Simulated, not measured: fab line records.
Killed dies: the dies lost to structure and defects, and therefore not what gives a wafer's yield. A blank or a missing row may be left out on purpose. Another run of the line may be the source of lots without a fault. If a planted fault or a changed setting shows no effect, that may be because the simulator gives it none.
Which tool did it? :: flow gf180mcu :: 36 wafers from 12 lots sampled at 6 of the route's 602 steps

== WHAT THE GAUGES READ, wafer by wafer ==
GF_V1_THK_MEAS_03. Usual: V1_CVD_02_THK typically reads 837 nm, with standard deviation 11.
lot: L167
measured: day 17 02:25
on: film_metro-02
V1_CVD_02_THK (nm): 827 823 827
flag: 

lot: L171
measured: day 18 19:50
on: film_metro-02
V1_CVD_02_THK (nm): 821 833 841
flag: 

lot: L174
measured: day 19 22:39
on: film_metro-03
V1_CVD_02_THK (nm): 817 816 833
flag: 

lot: L175
measured: day 20 04:32
on: film_metro-02
V1_CVD_02_THK (nm): 843 836 846
flag: 

lot: L176
measured: day 20 16:45
on: film_metro-02
V1_CVD_02_THK (nm): 831 813 838
flag: 

lot: L177
measured: day 21 01:16
on: film_metro-03
V1_CVD_02_THK (nm): 842 853 860
flag: 

lot: L184
measured: day 23 11:53
on: film_metro-02
V1_CVD_02_THK (nm): 842 854 849
flag: 

lot: L185
measured: day 23 16:22
on: film_metro-02
V1_CVD_02_THK (nm): 833 859 842
flag: 

lot: L186
measured: day 24 07:27
on: film_metro-04
V1_CVD_02_THK (nm): 829 835 834
flag: 

lot: L188
measured: day 24 16:13
on: film_metro-03
V1_CVD_02_THK (nm): 834 842 851
flag: 

lot: L189
measured: day 25 02:32
on: film_metro-04
V1_CVD_02_THK (nm): 848 832 853
flag: 

lot: L190
measured: day 25 08:34
on: film_metro-02
V1_CVD_02_THK (nm): 819 843 852
flag: 

GF_V1_CD_MEAS_14 targets a cd of 260 nm. Usual: 260.0 nm for cd_nm, sd 1.5.
lot: L167
measured: day 18 02:13
on: cd_sem-01
cd_nm (nm): 257.0 257.7 256.7
flag: 

lot: L171
measured: day 19 20:41
on: cd_sem-01
cd_nm (nm): 263.4 261.9 262.1
flag: 

lot: L174
measured: day 20 23:37
on: cd_sem-02
cd_nm (nm): 261.9 262.0 261.5
flag: 

lot: L175
measured: day 21 05:19
on: cd_sem-01
cd_nm (nm): 261.2 260.1 260.0
flag: 

lot: L176
measured: day 21 17:05
on: cd_sem-02
cd_nm (nm): 260.2 260.2 261.5
flag: 

lot: L177
measured: day 22 01:31
on: cd_sem-01
cd_nm (nm): 261.0 260.0 260.7
flag: 

lot: L184
measured: day 24 10:59
on: cd_sem-01
cd_nm (nm): 257.7 258.4 257.9
flag: 

lot: L185
measured: day 24 14:46
on: cd_sem-02
cd_nm (nm): 258.4 258.8 259.4
flag: 

lot: L186
measured: day 25 06:33
on: cd_sem-01
cd_nm (nm): 260.6 261.5 259.9
flag: 

lot: L188
measured: day 25 15:03
on: cd_sem-02
cd_nm (nm): 258.7 259.0 258.7
flag: 

lot: L189
measured: day 26 00:10
on: cd_sem-01
cd_nm (nm): 260.0 260.3 260.9
flag: 

lot: L190
measured: day 26 06:12
on: cd_sem-01
cd_nm (nm): 259.5 259.2 259.6
flag: 

GF_V2_THK_MEAS_03. Usual: V2_CVD_02_THK typically reads 853 nm, with standard deviation 11.
lot: L167
measured: day 19 05:31
on: film_metro-03
V2_CVD_02_THK (nm): 847 845 851
flag: 

lot: L171
measured: day 21 00:27
on: film_metro-04
V2_CVD_02_THK (nm): 840 846 863
flag: 

lot: L174
measured: day 22 01:50
on: film_metro-04
V2_CVD_02_THK (nm): 842 833 849
flag: 

lot: L175
measured: day 22 07:53
on: film_metro-04
V2_CVD_02_THK (nm): 844 838 854
flag: 

lot: L176
measured: day 22 19:47
on: film_metro-04
V2_CVD_02_THK (nm): 854 854 865
flag: 

lot: L177
measured: day 23 02:51
on: film_metro-04
V2_CVD_02_THK (nm): 863 873 859
flag: 

lot: L184
measured: day 25 10:50
on: film_metro-04
V2_CVD_02_THK (nm): 1368 1394 1399
flag: OFF

lot: L185
measured: day 25 15:39
on: film_metro-03
V2_CVD_02_THK (nm): 1361 1383 1408
flag: OFF

lot: L186
measured: day 26 06:13
on: film_metro-03
V2_CVD_02_THK (nm): 859 860 862
flag: 

lot: L188
measured: day 26 14:56
on: film_metro-01
V2_CVD_02_THK (nm): 851 858 859
flag: 

lot: L189
measured: day 27 00:00
on: film_metro-03
V2_CVD_02_THK (nm): 855 842 864
flag: 

lot: L190
measured: day 27 05:03
on: film_metro-03
V2_CVD_02_THK (nm): 860 869 867
flag: 

GF_V2_OVL_MEAS_15. Usual: V2_OVL typically reads 1 nm, with standard deviation 6.1.
lot: L167
measured: day 20 06:45
on: overlay-01
V2_OVL (nm): 5 2 -3
flag: 

lot: L171
measured: day 22 00:20
on: overlay-01
V2_OVL (nm): -9 -15 -4
flag: 

lot: L174
measured: day 23 01:08
on: overlay-01
V2_OVL (nm): -8 -7 2
flag: 

lot: L175
measured: day 23 07:41
on: overlay-02
V2_OVL (nm): 2 -2 0
flag: 

lot: L176
measured: day 23 19:11
on: overlay-01
V2_OVL (nm): -1 -6 -4
flag: 

lot: L177
measured: day 24 01:59
on: overlay-02
V2_OVL (nm): -1 3 -5
flag: 

lot: L184
measured: day 26 08:56
on: overlay-02
V2_OVL (nm): -2 -4 -1
flag: 

lot: L185
measured: day 26 13:14
on: overlay-02
V2_OVL (nm): -6 7 -3
flag: 

lot: L186
measured: day 27 03:02
on: overlay-01
V2_OVL (nm): 3 1 6
flag: 

lot: L188
measured: day 27 11:22
on: overlay-01
V2_OVL (nm): 12 10 6
flag: 

lot: L189
measured: day 27 21:11
on: overlay-01
V2_OVL (nm): -3 1 3
flag: 

lot: L190
measured: day 28 01:05
on: overlay-01
V2_OVL (nm): 9 -2 -2
flag: 

== WHICH TOOL RAN EACH LOT (tool, then ch and the chambers of the sampled wafers, then the start) ==
lot: L167
GF_V2_CVD_02: pecvd-04 ch 0,1,2, day 19 05:27
GF_V2_CMP_04: cmp-01 ch 0,1, day 19 05:35

lot: L171
GF_V2_CVD_02: pecvd-01 ch 0,2, day 21 00:22
GF_V2_CMP_04: cmp-02 ch 0,1,2, day 21 00:30

lot: L174
GF_V2_CVD_02: pecvd-01 ch 1,2, day 22 01:46
GF_V2_CMP_04: cmp-01 ch 0,1,2, day 22 01:56

lot: L175
GF_V2_CVD_02: pecvd-04 ch 1,2, day 22 07:49
GF_V2_CMP_04: cmp-02 ch 0,1,2, day 22 08:02

lot: L176
GF_V2_CVD_02: pecvd-04 ch 0,2, day 22 19:42
GF_V2_CMP_04: cmp-02 ch 0,2,3, day 22 19:53

lot: L177
GF_V2_CVD_02: pecvd-01 ch 0,1,2, day 23 02:47
GF_V2_CMP_04: cmp-02 ch 0,1,3, day 23 03:04

lot: L184
GF_V2_CVD_02: pecvd-04 ch 0,1,2, day 25 10:45
GF_V2_CMP_04: cmp-02 ch 0,2,3, day 25 10:59

lot: L185
GF_V2_CVD_02: pecvd-04 ch 0,1, day 25 15:35
GF_V2_CMP_04: cmp-02 ch 0,1,3, day 25 15:52

lot: L186
GF_V2_CVD_02: pecvd-02 ch 0,1,2, day 26 06:07
GF_V2_CMP_04: cmp-02 ch 0,1,3, day 26 06:21

lot: L188
GF_V2_CVD_02: pecvd-01 ch 0,2, day 26 14:51
GF_V2_CMP_04: cmp-01 ch 2,3, day 26 14:59

lot: L189
GF_V2_CVD_02: pecvd-02 ch 1,2, day 26 23:56
GF_V2_CMP_04: cmp-02 ch 0,1,2, day 27 00:17

lot: L190
GF_V2_CVD_02: pecvd-01 ch 0,2, day 27 04:58
GF_V2_CMP_04: cmp-01 ch 0,1,2, day 27 05:18
- GF_V2_CVD_02: deposits SiO2 from TEOS, target thk 850 nm, time 94.851 s.
- GF_V2_CMP_04: polishes SiO2.

== WHAT THE TOOLS THEMSELVES READ (means of the sampled wafers that have a number; where no wafer has one, the mark that the record gives instead) ==
GF_V2_CVD_02. Usual: 622 W for heater_power_w, sd 68.
lot: L167
tool: pecvd-04
heater_power_w (W): 655
flag: 

lot: L171
tool: pecvd-01
heater_power_w (W): 662
flag: 

lot: L174
tool: pecvd-01
heater_power_w (W): 699
flag: 

lot: L175
tool: pecvd-04
heater_power_w (W): 705
flag: 

lot: L176
tool: pecvd-04
heater_power_w (W): 631
flag: 

lot: L177
tool: pecvd-01
heater_power_w (W): 672
flag: 

lot: L184
tool: pecvd-04
heater_power_w (W): 579
flag: 

lot: L185
tool: pecvd-04
heater_power_w (W): 624
flag: 

lot: L186
tool: pecvd-02
heater_power_w (W): 584
flag: 

lot: L188
tool: pecvd-01
heater_power_w (W): 616
flag: 

lot: L189
tool: pecvd-02
heater_power_w (W): 557
flag: 

lot: L190
tool: pecvd-01
heater_power_w (W): 656
flag: 

GF_V2_CMP_04. Usual: edge_zone_pressure_frac 1.000, standard deviation 0.0048; motor_current_A 11.0 A, standard deviation 1.4; slurry_filter_dp_kPa 13.51 kPa, standard deviation 0.13; time_to_endpoint_s 80 s, standard deviation 5.
lot: L167
tool: cmp-01
edge_zone_pressure_frac: 0.993
motor_current_A (A): 10.7
slurry_filter_dp_kPa (kPa): 13.55
time_to_endpoint_s (s): 78
flag: 

lot: L171
tool: cmp-02
edge_zone_pressure_frac: 0.997
motor_current_A (A): 10.6
slurry_filter_dp_kPa (kPa): 13.61
time_to_endpoint_s (s): 77
flag: 

lot: L174
tool: cmp-01
edge_zone_pressure_frac: 0.997
motor_current_A (A): 10.5
slurry_filter_dp_kPa (kPa): 13.45
time_to_endpoint_s (s): 75
flag: 

lot: L175
tool: cmp-02
edge_zone_pressure_frac: 1.001
motor_current_A (A): 10.3
slurry_filter_dp_kPa (kPa): 13.33
time_to_endpoint_s (s): 82
flag: 

lot: L176
tool: cmp-02
edge_zone_pressure_frac: 1.000
motor_current_A (A): 10.8
slurry_filter_dp_kPa (kPa): 13.56
time_to_endpoint_s (s): 86
flag: 

lot: L177
tool: cmp-02
edge_zone_pressure_frac: 0.999
motor_current_A (A): 11.1
slurry_filter_dp_kPa (kPa): 13.52
time_to_endpoint_s (s): 83
flag: 

lot: L184
tool: cmp-02
edge_zone_pressure_frac: 0.996
motor_current_A (A): 10.7
slurry_filter_dp_kPa (kPa): 13.41
time_to_endpoint_s (s): 271
flag: OFF

lot: L185
tool: cmp-02
edge_zone_pressure_frac: 1.002
motor_current_A (A): 11.2
slurry_filter_dp_kPa (kPa): 13.54
time_to_endpoint_s (s): 270
flag: OFF

lot: L186
tool: cmp-02
edge_zone_pressure_frac: 0.999
motor_current_A (A): 11.5
slurry_filter_dp_kPa (kPa): 13.52
time_to_endpoint_s (s): 82
flag: 

lot: L188
tool: cmp-01
edge_zone_pressure_frac: 1.002
motor_current_A (A): 9.9
slurry_filter_dp_kPa (kPa): 13.28
time_to_endpoint_s (s): 83
flag: 

lot: L189
tool: cmp-02
edge_zone_pressure_frac: 1.003
motor_current_A (A): 10.4
slurry_filter_dp_kPa (kPa): 13.49
time_to_endpoint_s (s): 78
flag: 

lot: L190
tool: cmp-01
edge_zone_pressure_frac: 1.001
motor_current_A (A): 10.6
slurry_filter_dp_kPa (kPa): 13.61
time_to_endpoint_s (s): 84
flag: 

== THE ANSWER, worked out from the rows above alone ==
Rule: lot off if the mean of its wafers having a number is beyond 3 standard deviations from the usual mean. Also off: a lot with no number at a reading for which 4 or more lots have one. The other lots that the step has rows for count as sound. After the gauges, taken in route order, come the tools' own readings; for these a lot's mean is taken, as printed above. The first step at which some lot is off is used, and at that step the reading that is off furthest; a lot without a number counts as furthest.
Off: L184, L185, seen at GF_V2_THK_MEAS_03 (V2_CVD_02_THK).
A tool fits if, at a process step before that reading, it ran every lot that is off, and no sound lot after the first of them. The gauges at GF_V2_THK_MEAS_03 aren't tried: what is off there is off at GF_V2_CMP_04 too, on other tools, and a gauge's error can't cause that. One fits: GF_V2_CVD_02 on pecvd-04. Its last sound lot is L176 (day 22 19:42), its first lot that is off L184 (day 25 10:45): a fault that began between those two fits.

== WHAT THE SIMULATOR PUT IN ==
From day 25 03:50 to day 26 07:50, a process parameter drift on pecvd-04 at GF_V2_CVD_02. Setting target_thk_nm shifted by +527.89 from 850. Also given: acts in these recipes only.
Lots struck among those shown: L184, L185. The rule above reached the same finding.
